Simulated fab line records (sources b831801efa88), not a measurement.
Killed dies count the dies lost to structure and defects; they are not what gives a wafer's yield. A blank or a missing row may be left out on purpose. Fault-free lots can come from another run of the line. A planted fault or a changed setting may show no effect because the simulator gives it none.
Matching of chambers | flow sky130 | SKY_VIA2_ETCH_15 on rieDiel-04: 4 sister chambers
The step etches SiO2 in C4F8/O2/Ar, stops on TiN, target depth 546 nm, time 84 s. 4 wafers are shown with their chamber, then 8 later ones without.

== EACH WAFER AND ITS CHAMBER ==
wafer  | chamber | rfFwdPowerW (W)
L086.4 | 2       | 1485
L089.2 | 0       | 1499
L089.3 | 3       | 1485
L088.1 | 1       | 1490

== WAFERS MISSING THEIR CHAMBER ==
wafer  | rfFwdPowerW (W)
L088.2 | 1491
L088.3 | 1490
L093.2 | 1491
L093.3 | 1487
L093.4 | 1490
L095.2 | 1488
L095.5 | 1489
L095.6 | 1490

== THE CHAMBER EACH PASSED THROUGH ==
wafer  | from the rows above          | in truth
L088.2 | 1                            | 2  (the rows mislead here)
L088.3 | 1                            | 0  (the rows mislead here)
L093.2 | 1                            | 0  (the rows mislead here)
L093.3 | can't be placed: 2 or 3 or 1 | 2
L093.4 | 1                            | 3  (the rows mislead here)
L095.2 | can't be placed: 1 or 2 or 3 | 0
L095.5 | 1                            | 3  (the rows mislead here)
L095.6 | 1                            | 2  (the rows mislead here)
Correctly placed: 0 of 8. Can't be placed from these rows: 2 (the true chamber is among the candidates in 1). 6 placed wrongly.
How it was worked out, from the rows above alone: a wafer's distance from a chamber is the root of the sum, over the readings, of the square of ((its reading less the chamber's mean) divided by the reading's scatter). If the next closest chamber is less than 2 further off than the closest, the wafer can't be placed; otherwise it belongs to the closest. A chamber's mean is the mean of its shown wafers. The scatter: root of mean squared gap, hidden wafer to nearest shown wafer, with one shown wafer a chamber.
